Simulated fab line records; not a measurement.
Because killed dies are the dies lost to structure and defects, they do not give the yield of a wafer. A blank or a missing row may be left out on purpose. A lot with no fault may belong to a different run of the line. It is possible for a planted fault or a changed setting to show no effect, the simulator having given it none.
fab line records	flow sky130	part 2 of 2: steps 26 to 37 of 37
[record] lots = 5	wafers = 15	last_day = 50
route steps=708 shown CONTACT@411 METAL1@434
lots untouched by any fault: they come from a run of this same line in which no faults occurred
start_h: hours from the record's first day to the start of the lot's first wafer shown	wait_h: hours from the lot's prior step to this one	" same as the row above	L1.1+2: a row that stands for several wafers	- either no value or no given start	* or withheld: withheld	< > ~ a bound
route shown NAME@n: names a module that has steps shown in the file, with the first one's number in the route	usual: mean/standard deviation of fault-free wafers	same: alike in all rows	chamber/n: place in a boat	sites: readings site by site	_std_site: standard deviation across them	_edge_site: the outer-site mean with the inner-site mean subtracted	radius_mm: how far each site lies from the wafer's centre	mask NAME#n: copy n	behind: the tool/chamber that last shaped the wafer	hold: why the lot went on hold/how many hours it stayed there/how the hold came to an end	device: which transistor (n, p or np) failed to switch	end of line: tests run on the same wafers once the route is complete	a step with no rows: only its recipe	killed: the dies lost at the first sort to structure and to defects; this is not the yield of the wafer	map: shows each die of a wafer: x if killed, . if not, _ if none is there
set.NAME: the setting as run; set.NAME@STEP: as run at that earlier step	model.NAME: the simulator's own value behind a step, which no gauge read
a table for each step, a row for each wafer; lots at some steps of the route
services: a tool's chamber out of use, with start hour (start_h, from the record's first day; less than 0 if before it), hours out, and reason
[[steps]]
[step SKY_METAL1_SPUTTER_02]
[recipe] material = AlCu	target_thk_nm = 250	power_w = 10600	time_s = 13.3	chamber_pressure_pa = 0.4
[usual] cathode_dc_power_W = 10600/1.9	throttle_valve_pct = 29.5/0.88
lot.wafer	tool	chamber	start_h	wait_h	cathode_dc_power_W	throttle_valve_pct
L075.1	pvd_sputter-04	-	744.08	0.0	10600	29.5
L075.4	"	-	"	"	10600	29.0
L075.5	"	-	"	"	10602	29.9
L080.1	pvd_sputter-04	-	787.11	0.0	10599	29.7
L080.5	"	-	"	"	10602	29.2
L080.6	"	-	"	"	10600	30.0
L085.2	pvd_sputter-02	-	827.57	0.0	10602	29.6
L085.5	"	-	"	"	10599	28.8
L085.6	"	-	"	"	10600	29.5
L096.1	pvd_sputter-02	-	901.60	0.0	10605	29.6
L096.3	"	-	"	"	10602	29.3
L096.5	"	-	"	"	10601	29.7
L097.2	pvd_sputter-03	-	908.52	0.0	10602	30.6
L097.4	"	-	"	"	10602	29.0
L097.5	"	-	"	"	10603	28.9
[step SKY_METAL1_SPUTTER_03]
[recipe] material = Ti	target_thk_nm = 5	power_w = 3000	time_s = 3.3	chamber_pressure_pa = 0.4165
[usual] cathode_dc_power_W = 3000.0/0.53	throttle_valve_pct = 29.5/0.89
lot.wafer	tool	chamber	start_h	wait_h	cathode_dc_power_W	throttle_valve_pct
L075.1	pvd_sputter-04	-	744.11	0.0	2999.8	29.9
L075.4	"	-	"	"	3001.6	29.0
L075.5	"	-	"	"	2999.5	29.9
L080.1	pvd_sputter-04	-	787.14	0.0	3000.7	29.6
L080.5	"	-	"	"	2999.6	28.9
L080.6	"	-	"	"	3000.2	29.7
L085.2	pvd_sputter-02	-	827.59	0.0	2999.0	29.9
L085.5	"	-	"	"	2999.7	29.3
L085.6	"	-	"	"	3000.4	29.7
L096.1	pvd_sputter-02	-	901.63	0.0	3000.6	29.7
L096.3	"	-	"	"	2999.6	28.9
L096.5	"	-	"	"	3000.2	29.6
L097.2	pvd_sputter-03	-	908.55	0.0	2999.5	30.4
L097.4	"	-	"	"	3000.7	28.7
L097.5	"	-	"	"	3000.3	28.8
[step SKY_METAL1_SPUTTER_04]
[recipe] material = TiN	target_thk_nm = 70	power_w = 6500	time_s = 58.3	chamber_pressure_pa = 0.4
[usual] cathode_dc_power_W = 6500.1/1.1	throttle_valve_pct = 29.4/0.9
lot.wafer	tool	chamber	start_h	wait_h	cathode_dc_power_W	throttle_valve_pct
L075.1	pvd_sputter-04	-	744.12	0.0	6500.8	29.6
L075.4	"	-	"	"	6499.4	28.9
L075.5	"	-	"	"	6500.9	29.7
L080.1	pvd_sputter-04	-	787.15	0.0	6501.6	29.5
L080.5	"	-	"	"	6502.6	28.9
L080.6	"	-	"	"	6500.1	30.4
L085.2	pvd_sputter-02	-	827.61	0.0	6501.5	29.8
L085.5	"	-	"	"	6500.5	29.0
L085.6	"	-	"	"	6498.9	29.7
L096.1	pvd_sputter-02	-	901.64	0.0	6498.1	29.6
L096.3	"	-	"	"	6501.1	29.3
L096.5	"	-	"	"	6498.5	29.7
L097.2	pvd_sputter-03	-	908.57	0.0	6500.8	30.8
L097.4	"	-	"	"	6501.0	29.1
L097.5	"	-	"	"	6501.2	28.8
[step SKY_METAL1_RS_MEAS_05]
[recipe] thk_meas_gauge = four-point-probe	reads = TiN_of_METAL1_SPUTTER_04+Ti_of_METAL1_SPUTTER_03+AlCu_of_METAL1_SPUTTER_02+TiN_of_METAL1_SPUTTER_01+Ti_of_METAL1_SPUTTER_00
[usual] METAL1_ALCU_RS = 0.1267/0.0015
lot.wafer	tool	chamber	start_h	wait_h	METAL1_ALCU_RS[ohm/sq]
L075.1	film_metro-03	-	744.17	0.0	0.1270
L075.4	"	-	"	"	0.1270
L075.5	"	-	"	"	0.1270
L080.1	film_metro-02	-	787.20	0.0	0.1250
L080.5	"	-	"	"	0.1244
L080.6	"	-	"	"	0.1252
L085.2	film_metro-02	-	827.68	0.0	0.1288
L085.5	"	-	"	"	0.1296
L085.6	"	-	"	"	0.1286
L096.1	film_metro-02	-	901.69	0.0	0.1278
L096.3	"	-	"	"	0.1271
L096.5	"	-	"	"	0.1284
L097.2	film_metro-02	-	908.64	0.0	0.1231
L097.4	"	-	"	"	0.1217
L097.5	"	-	"	"	0.1213
[step SKY_METAL1_THK_MEAS_06]
[recipe] thk_meas_gauge = xrf	reads = AlCu_of_METAL1_SPUTTER_02
[usual] METAL1_ALCU_THK = 246/3.5
lot.wafer	tool	chamber	start_h	wait_h	METAL1_ALCU_THK[nm]
L075.1	film_metro-03	-	744.29	0.1	246
L075.4	"	-	"	"	247
L075.5	"	-	"	"	244
L080.1	film_metro-02	-	787.32	0.1	248
L080.5	"	-	"	"	249
L080.6	"	-	"	"	249
L085.2	film_metro-02	-	827.79	0.1	244
L085.5	"	-	"	"	246
L085.6	"	-	"	"	245
L096.1	film_metro-02	-	901.81	0.1	246
L096.3	"	-	"	"	246
L096.5	"	-	"	"	243
L097.2	film_metro-02	-	908.75	0.1	256
L097.4	"	-	"	"	258
L097.5	"	-	"	"	258
[step SKY_METAL1_DEHYDRATE_07]
[recipe] temp_c = 200	time_s = 60
lot.wafer	tool	chamber	start_h	wait_h
L075.1+4+5	litho_track-03	0	756.95	12.6
L080.1+5+6	litho_track-03	0	800.25	12.9
L085.2+5+6	litho_track-03	0	840.18	12.4
L096.1+3+5	litho_track-03	0	913.70	11.9
L097.2+4+5	litho_track-03	0	920.08	11.3
[step SKY_METAL1_HMDS_08]
[recipe] prime_time_s = 60	prime_temp_c = 120
[usual] prime_temp_c = 119.98/0.13
lot.wafer	tool	chamber	start_h	wait_h	prime_temp_c
L075.1	litho_track-03	0	757.10	0.1	119.75
L075.4	"	0	"	"	119.94
L075.5	"	0	"	"	120.13
L080.1	litho_track-03	0	800.40	0.1	120.05
L080.5	"	0	"	"	119.84
L080.6	"	0	"	"	119.76
L085.2	litho_track-03	0	840.33	0.1	119.92
L085.5	"	0	"	"	119.76
L085.6	"	0	"	"	120.01
L096.1	litho_track-03	0	913.85	0.1	120.13
L096.3	"	0	"	"	119.94
L096.5	"	0	"	"	120.02
L097.2	litho_track-03	0	920.23	0.1	119.83
L097.4	"	0	"	"	120.17
L097.5	"	0	"	"	119.93
[step SKY_METAL1_COAT_09]
[recipe] resist = BARC	temp_c = withheld	time_s = withheld	spin_rpm = 3000	resist_thk_nm = 60
lot.wafer	tool	chamber	start_h	wait_h
L075.1+4+5	litho_track-03	0	757.25	0.1
L080.1+5+6	litho_track-03	0	800.55	0.1
L085.2+5+6	litho_track-03	0	840.48	0.1
L096.1+3+5	litho_track-03	0	914.00	0.1
L097.2+4+5	litho_track-03	0	920.38	0.1
[step SKY_METAL1_COAT_10]
[recipe] resist = KrF-thick	spin_rpm = 3000	resist_thk_nm = 450
lot.wafer	tool	chamber	start_h	wait_h
L075.1+4+5	litho_track-03	0	-	-
L080.1+5+6	litho_track-03	0	-	-
L085.2+5+6	litho_track-03	0	-	-
L096.1+3+5	litho_track-03	0	-	-
L097.2+4+5	litho_track-03	0	-	-
[step SKY_METAL1_SOFTBAKE_11]
[recipe] temp_c = 100	time_s = 90	resist = KrF-thick
lot.wafer	tool	chamber	start_h	wait_h
L075.1+4+5	litho_track-03	0	-	-
L080.1+5+6	litho_track-03	0	-	-
L085.2+5+6	litho_track-03	0	-	-
L096.1+3+5	litho_track-03	0	-	-
L097.2+4+5	litho_track-03	0	-	-
[step SKY_METAL1_EXPOSE_12]
[recipe] mask_id = MM1	na = 0.8	source_shape = annular	sigma_inner = 0.55	sigma_outer = 0.85	target_cd_nm = 140	dose_mj = 28
[usual] focus_offset_nm = 0.0/0.56
[same] sigma_outer = 0.85
lot.wafer	tool	chamber	start_h	wait_h	mask	focus_offset_nm
L075.1	krf_scanner-02	0	-	-	MM1#0	-0.9
L075.4	"	0	"	"	MM1#0	-1.1
L075.5	"	0	"	"	MM1#0	-1.3
L080.1	krf_scanner-02	0	-	-	MM1#0	1.2
L080.5	"	0	"	"	MM1#0	0.8
L080.6	"	0	"	"	MM1#0	-0.2
L085.2	krf_scanner-02	0	-	-	MM1#0	-0.1
L085.5	"	0	"	"	MM1#0	-0.1
L085.6	"	0	"	"	MM1#0	-0.7
L096.1	krf_scanner-02	0	-	-	MM1#0	0.7
L096.3	"	0	"	"	MM1#0	-1.0
L096.5	"	0	"	"	MM1#0	-0.1
L097.2	krf_scanner-02	0	-	-	MM1#0	0.5
L097.4	"	0	"	"	MM1#0	0.1
L097.5	"	0	"	"	MM1#0	0.1
[step SKY_METAL1_PEB_13]
[recipe] peb_temp_c = withheld	peb_time_s = withheld	resist = KrF-thick
lot.wafer	tool	chamber	start_h	wait_h
L075.1+4+5	litho_track-04	0	-	-
L080.1+5+6	litho_track-01	0	-	-
L085.2+5+6	litho_track-03	0	-	-
L096.1+3+5	litho_track-03	0	-	-
L097.2+4+5	litho_track-03	0	-	-
[[services]]
tool	chamber	start_h	hours	kind
pvd_sputter-02	-	721.29	0.9	repair
rie_diel-03	-	723.28	0.9	repair
pvd_sputter-02	-	739.33	5.9	repair
rie_diel-03	1	749.67	1.2	repair
pvd_sputter-04	-	756.06	1.0	repair
pvd_sputter-04	-	769.78	1.7	repair
pvd_sputter-02	-	770.39	3.0	repair
krf_scanner-02	-	771.14	0.8	pm
krf_scanner-02	-	777.80	4.4	pm
krf_scanner-02	-	788.27	1.0	pm
rie_diel-03	1	797.27	2.6	repair
pvd_sputter-04	-	798.26	5.9	repair
krf_scanner-02	-	809.53	1.3	pm
pvd_sputter-04	-	811.54	4.9	repair
rie_diel-04	-	816.20	2.8	pm
pvd_sputter-04	-	816.81	1.2	repair
pvd_sputter-02	-	849.06	1.5	repair
pvd_sputter-04	-	851.12	7.5	repair
rie_diel-04	-	857.99	0.3	repair
rie_diel-04	0	863.07	6.9	repair
krf_scanner-02	-	882.67	0.6	repair
rie_diel-04	3	889.10	18.6	repair
krf_scanner-02	-	921.86	4.0	pm
pvd_sputter-02	-	930.75	5.9	repair
